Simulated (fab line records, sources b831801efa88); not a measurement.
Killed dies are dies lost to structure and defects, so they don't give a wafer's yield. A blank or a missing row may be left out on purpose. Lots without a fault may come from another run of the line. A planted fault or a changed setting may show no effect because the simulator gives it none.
A struck lot beside a sound one | flow sky130 | 19 steps out of a route of 708
Sound: wafers L864.1, L864.3, L864.5. Struck: wafers L869.1, L869.3, L869.5. The cause comes at the end.
At each step with rows: each side's tool, then ch and its chambers, then its first start. Under that, the readings that differ: sound wafers | struck wafers | difference of the means | sigmas: that difference in standard deviations of wafers without a fault.
alike: readings whose means differ by less than 2 such deviations, and words and numbers that are the same on both sides. not compared: withheld readings, readings that some wafer has no value for, bounds like >300 that may hide the same value, and numbers for which the record gives no deviation and whose values overlap.
The two part at a step that has a row with sigmas, a row that says differs or no value, or rows on one side only. Numbers that don't overlap but have no deviation are shown without sigmas and don't part them. A reading that every wafer of one side lacks parts them only if that side has two wafers or more.

first, 1 step without rows for these wafers: SKY_VIA4_CMP_21 (polishes, stops on SiO2, t overpolish 25 s, target thk 0 nm).
SKY_METAL5_SPUTTER_00: material Ti, target thk 15 nm, time 10 s.
  sound on pvd_sputter-02, day 44 19:43; struck on pvd_sputter-01, day 46 01:18
  alike: throttle_valve_pct
SKY_METAL5_SPUTTER_01: material TiN, target thk 20 nm, time 16.7 s.
  sound on pvd_sputter-02, day 44 19:44; struck on pvd_sputter-01, day 46 01:19
  alike: throttle_valve_pct
then, 1 step without rows for these wafers: SKY_METAL5_SPUTTER_02 (material AlCu, target thk 1150 nm, time 61.2 s).
SKY_METAL5_SPUTTER_03: material Ti, target thk 5 nm, time 3.3 s.
  sound on pvd_sputter-02, day 44 19:48; struck on pvd_sputter-01, day 46 01:24
  alike: throttle_valve_pct
SKY_METAL5_SPUTTER_04: material TiN, target thk 70 nm, time 58.3 s.
  sound on pvd_sputter-02, day 44 19:49; struck on pvd_sputter-01, day 46 01:25
  alike: throttle_valve_pct
SKY_METAL5_RS_MEAS_05: measures by four-point-probe.
  sound on film_metro-04, day 44 19:52; struck on film_metro-02, day 46 01:28
  alike: METAL5_ALCU_RS
SKY_METAL5_THK_MEAS_06: measures by xrf.
  sound on film_metro-04, day 44 19:59; struck on film_metro-02, day 46 01:35
  alike: METAL5_ALCU_THK
then, 4 steps without rows for these wafers: SKY_METAL5_DEHYDRATE_07 (time 60 s); SKY_METAL5_HMDS_08 (prime time 60 s); SKY_METAL5_COAT_09 (resist thk 1800 nm); SKY_METAL5_SOFTBAKE_10 (time 60 s).
SKY_METAL5_EXPOSE_11: exposes mask MM5, target cd 1600 nm.
  sound on iline_stepper-02 ch 0, day 45 07:23; struck on iline_stepper-02 ch 0, day 46 12:04
  alike: mask
then, 2 steps without rows for these wafers: SKY_METAL5_PEB_12; SKY_METAL5_DEVELOP_13 (develop time 60 s).
SKY_METAL5_DESCUM_14: chemistry O2, time 11 s.
  sound on rie_metal-04 ch 0,1, day 45 16:56; struck on rie_metal-02 ch 0, day 46 22:02
  reading                 | sound          | struck         | difference | sigmas
  model.METAL5.cd_nm (nm) | 1600 1599 1600 | 1584 1580 1591 | -15        |
  alike: drypump_motor_current_A, oes_product_au
  not compared: rf_hours_counter_h
SKY_METAL5_METAL_ETCH_15: etches the open film in Cl2/BCl3, stops on SiO2, target depth 1260 nm, time 252 s.
  sound on rie_metal-04 ch 0,1, day 45 16:58; struck on rie_metal-02 ch 0, day 46 22:06
  reading                 | sound          | struck         | difference | sigmas
  model.METAL5.cd_nm (nm) | 1605 1611 1608 | 1585 1580 1589 | -23        |
  alike: drypump_motor_current_A, oes_product_au, throttle_valve_pct
  not compared: rf_hours_counter_h
SKY_METAL5_STRIP_16: strips in O2/N2.
  sound on plasma_asher-01 ch 0,1, day 45 17:12; struck on plasma_asher-02 ch 0,1, day 46 22:34
  alike: drypump_motor_current_A, oes_product_au, strip_time_to_endpoint_s
  not compared: rf_hours_counter_h
SKY_PAD_OPEN_PROBE_99:
  sound on prober-02, day 47 13:41; struck on prober-01, day 48 15:05
  reading                        | sound          | struck         | difference | sigmas
  model.etest.met5.width_nm (nm) | 1603 1613 1610 | 1586 1576 1591 | -24        |
  alike: defect_limited_yield, killed_at_M0_to_M3, killed_at_M4_up, killed_at_contacts, killed_at_front_end, killed_at_other, killed_dies, killed_open, killed_short, sort_bin_3_pad_short, sort_bin_5_function, sort_bin_6_memory, sort_n_pass, sort_yield_pct
  not compared: model.etest.met5.line_ohm_um

WHERE THEY PART
Nowhere in this record.

WHY: what the simulator had put in
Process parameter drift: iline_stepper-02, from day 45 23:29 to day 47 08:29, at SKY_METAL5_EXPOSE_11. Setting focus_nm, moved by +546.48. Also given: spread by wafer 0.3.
